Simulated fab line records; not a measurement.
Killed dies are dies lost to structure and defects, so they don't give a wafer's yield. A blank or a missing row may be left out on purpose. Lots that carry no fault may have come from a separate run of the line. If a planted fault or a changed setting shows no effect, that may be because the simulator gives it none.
Lot-split experiment ; flow sky130 ; 23 wafers read across 5 lots, on a route 708 steps long

## SPLIT DETAILS
At SKY_SONOS_ONO_CVD_02 (deposits Si3N4 from DCS/NH3, target thk 10.5 nm, time 180 s), the setting timeS was moved away from the recipe's 180 s on 20 of the 23 wafers read, by -12.9% to +9.1%. All remaining wafers had this setting at the recipe value.

Between the split and the reading, the file records no step.

## THE READING
SONOS_ONO_CVD_02_THK in nanometres, read at SKY_SONOS_ONO_THK_MEAS_03. On this fab line, fault-free wafers typically give 10.44 nm with a standard deviation of 0.14 nm.

wafer;tool, chamber at the split;timeS as run, s;against the recipe;SONOS_ONO_CVD_02_THK, nm;against lot-mates on the recipe
L074.1;-, -;196.3;+9.1%;11.30;no lot-mate on the recipe
L074.2;-, -;196.3;+9.1%;11.45;no lot-mate on the recipe
L074.3;-, -;196.3;+9.1%;11.36;no lot-mate on the recipe
L074.4;-, -;196.3;+9.1%;11.37;no lot-mate on the recipe
L074.6;-, -;196.3;+9.1%;11.40;no lot-mate on the recipe
L076.2;-, -;156.8;-12.9%;8.92;no lot-mate on the recipe
L076.3;-, -;156.8;-12.9%;8.96;no lot-mate on the recipe
L076.4;-, -;156.8;-12.9%;8.92;no lot-mate on the recipe
L076.5;-, -;156.8;-12.9%;8.83;no lot-mate on the recipe
L076.6;-, -;156.8;-12.9%;8.93;no lot-mate on the recipe
L078.1;-, -;157.7;-12.4%;9.29;no lot-mate on the recipe
L078.2;-, -;157.7;-12.4%;9.18;no lot-mate on the recipe
L078.3;-, -;157.7;-12.4%;9.29;no lot-mate on the recipe
L078.4;-, -;157.7;-12.4%;9.29;no lot-mate on the recipe
L078.6;-, -;157.7;-12.4%;9.28;no lot-mate on the recipe
L080.2;lpcvd-02, 1;180;recipe;10.53;-
L080.4;lpcvd-02, 1;180;recipe;10.51;-
L080.6;lpcvd-02, 1;180;recipe;10.42;-
L084.1;-, -;159.9;-11.2%;9.14;no lot-mate on the recipe
L084.2;-, -;159.9;-11.2%;9.14;no lot-mate on the recipe
L084.3;-, -;159.9;-11.2%;9.03;no lot-mate on the recipe
L084.4;-, -;159.9;-11.2%;9.06;no lot-mate on the recipe
L084.6;-, -;159.9;-11.2%;9.10;no lot-mate on the recipe

THE FIT
A straight line over all 23 wafers: SONOS_ONO_CVD_02_THK changes by +0.108 nm for each +1% of timeS; r = +0.99; the points scatter about the line by 0.13 nm.
Too few moved wafers with a lot-mate on the recipe to fit a line net of each lot's own level.

## THE WHOLE CHAIN: every reading that the file lists as answering this split, in the file's order
step;what it does;reading;change (the file's fit);r (the file's)
SKY_SONOS_ONO_CVD_02;deposits Si3N4 from DCS/NH3, target thk 10.5 nm, time 180 s;Si3N4_of_SONOS_ONO_CVD_02.thkNm (the simulator's own value, which no gauge read);+0.108 nm for each +1% of the setting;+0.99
SKY_SONOS_ONO_THK_MEAS_03;;SONOS_ONO_CVD_02_THK;+0.108 for each +1% of the setting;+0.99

## THE FILE'S OWN FIT
SONOS_ONO_CVD_02_THK changes by +0.108 nm for each +1% of timeS, r = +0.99.
